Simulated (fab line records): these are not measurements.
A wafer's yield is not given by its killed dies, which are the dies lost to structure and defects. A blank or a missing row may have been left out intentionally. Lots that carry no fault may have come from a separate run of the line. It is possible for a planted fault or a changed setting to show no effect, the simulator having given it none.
Problem report in the 8D (eight disciplines) form, filled by code / flow gf180mcu / the parts of the form that need people (team, actions taken, sign-off) are left out

## 1. THE ISSUE
Across 3 wafers from 3 lots, V4_W_RS at GF_V4_RS_MEAS_24 averages 0.553 ohm/sq, while fault-free wafers read 0.326 ohm/sq with a standard deviation of 0.0048. Relative to the usual mean, that is a shift of +47 standard deviations.
The step: measures by four-point-probe.
First seen on wafer L739.2, day 28 22:49, on filmMetro-04. At this step, 35 wafers from 12 lots have a number in the record. By rule, "out" or "out of limits" means more than 4 standard deviations away from the usual mean. The other wafers with a number count as sound.

## 2. WHAT THIS IS AND IS NOT
question=which readings at this step | is=V4_W_RS | is not=-
question=which lots | is=L739, L740, L741 | is not=L726, L728, L729, L731, L733, L734, L735, L737, L749
question=which wafers of those lots | is=L739.2, L740.5, L741.5 | is not=L739.1, L739.6, L740.4, L740.6, L741.6
question=read on which gauges | is=filmMetro-04 | is not=filmMetro-02, filmMetro-03
question=when | is=from day 28 22:49 | is not=up to then (26 sound wafers); but 6 sound wafers of L740, L741, L749 came after

## 3. THE SUSPECTS, EACH WITH WHAT RULES IT OUT
Counting: if a tool at a process step up to the reading ran every lot that is out, it stays a suspect. Sound lots after the first of them don't rule it out here, since some wafers of a struck lot are sound.
- the gauge at GF_V4_RS_MEAS_24 has been ruled out. All the wafers that are out were read on filmMetro-04, but those of them that GF_V4_CMP_26 has rows for are out there too, on other tools.
- cvdW-02 at GF_V4_CVD_23 (deposits W, target thk 350 nm, time 104.9 s): kept. Ran every lot that is out, first one L739 (day 28 22:43); last sound lot up to then L737 (day 28 00:16).
The count leaves cvdW-02 at GF_V4_CVD_23.

## 4. THE CAUSE (what the simulator had put in)
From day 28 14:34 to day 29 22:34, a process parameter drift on cvdW-02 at GF_V4_CVD_23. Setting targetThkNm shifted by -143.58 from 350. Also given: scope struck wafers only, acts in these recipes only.
This tool alone remained once counting was done.

## 5. SEQUENCE OF EFFECTS, ordered by route
Each row: a reading whose mean over the struck wafers that have a number lies more than 3 standard deviations from the usual. Scope: only readings with a usual standard deviation given in the record; hours: median across lots of the time from each lot's start at the first step in this table that gives one to its start at this step; sigmas: change in usual standard deviations.
hours=0; step=GF_V4_RS_MEAS_24; reading=V4_W_RS; usual=0.326 ohm/sq; on struck wafers=0.553; change=+0.227; sigmas=+47
hours=0; step=GF_V4_THK_MEAS_25; reading=V4_W_THK; usual=357 nm; on struck wafers=210; change=-147; sigmas=-26
hours=0; step=GF_V4_CMP_26; reading=timeToEndpointS; usual=85.3 s; on struck wafers=49.2; change=-36.1; sigmas=-13
Process steps it contains:
- GF_V4_CMP_26: polishes, stops on SiO2, t overpolish 15 s, target thk 0 nm.
Later steps that measure or inspect, where all struck wafers having a row at the step show a number for every such reading and not one has moved that far: GF_M5_CD_MEAS_07.

## 6. HOW IT WOULD HAVE BEEN CAUGHT EARLIER
8 hours passed between the start of the fault at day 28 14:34 and the first reading out of limits at a measuring or inspecting step in this record, taken at day 28 22:49.
No tool reading at GF_V4_CVD_23 that has a usual standard deviation in the record was out on any struck wafer, so an alarm limit of 4 standard deviations on those readings would not have fired.
Lots out: 3; of these, L740, L741 started GF_V4_CVD_23 on cvdW-02 after day 28 22:49. A hold on the tool at that time would have spared those 2.
